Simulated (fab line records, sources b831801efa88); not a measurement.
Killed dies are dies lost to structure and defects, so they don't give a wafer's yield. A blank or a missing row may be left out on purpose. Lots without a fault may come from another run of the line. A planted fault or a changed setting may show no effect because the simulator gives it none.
Problem report in the 8D (eight disciplines) form, filled by code | flow gf180mcu | the parts of the form that need people (team, actions taken, sign-off) are left out

1. THE PROBLEM
wafer_temp_C_max at GF_HV_LDD_RTA_52 reads a mean of 936.7 on 9 wafers of 3 lots; wafers without a fault read 1004.0 with a standard deviation of 1. That is -67 standard deviations from the usual mean.
The step: time 10 s.
First seen on wafer L921.1, day 14 16:11, on rtp_anneal-02. The record holds 39 wafers of 13 lots with a number at this step. Rule for "out", or "out of limits": more than 4 standard deviations from the usual mean. The other wafers with a number count as sound.

2. WHAT IT IS AND WHAT IT IS NOT
question                    | is                               | is not
which readings at this step | wafer_temp_C_max, lamp_power_pct | -
which lots                  | L921, L922, L923                 | L914, L915, L918, L920, L929, L930, L932, L934, L935, L937
which wafers of those lots  | all that have a number           | -
read on which tools         | rtp_anneal-02                    | rtp_anneal-01
when                        | from day 14 16:11                | up to then (12 sound wafers); but 18 sound wafers of L929, L930, L932, L934, L935, L937 came after

3. SUSPECTS, AND WHAT RULES EACH OUT
Counting: a tool at a process step up to the reading stays a suspect if it ran every lot that is out and no sound lot after the first of them.
- rtp_anneal-02 at GF_HV_LDD_RTA_52 (time 10 s): ruled out as a lasting fault. Sound lots L929, L932, L934 ran on it after its first lot that is out, L921 (day 14 16:11).
Left after counting: nothing in the record.

4. THE CAUSE (what the simulator had put in)
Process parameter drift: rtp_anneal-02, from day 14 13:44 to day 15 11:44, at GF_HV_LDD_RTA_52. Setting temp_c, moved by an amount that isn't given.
Counting ruled it out, wrongly.

5. THE CHAIN OF EFFECTS, in route order
Each row: a reading whose mean over the struck wafers that have a number lies more than 3 standard deviations from the usual. Only readings for which the record gives a usual standard deviation are gone through. hours: the time from each lot's start at the first step in this table that gives one to its start at this step, as a median over the lots. sigmas: the change in usual standard deviations.
hours | step             | reading          | usual  | on struck wafers | change | sigmas
0     | GF_HV_LDD_RTA_52 | lamp_power_pct   | 35.7 % | 30.2             | -5.5   | -18
0     | GF_HV_LDD_RTA_52 | wafer_temp_C_max | 1004.0 | 936.7            | -67.3  | -67
The process steps in it:
- GF_HV_LDD_RTA_52: time 10 s.

6. WHAT WOULD HAVE CAUGHT IT SOONER
In this record the first reading out of limits was taken at day 14 16:11, 2 hours after the fault began at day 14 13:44.
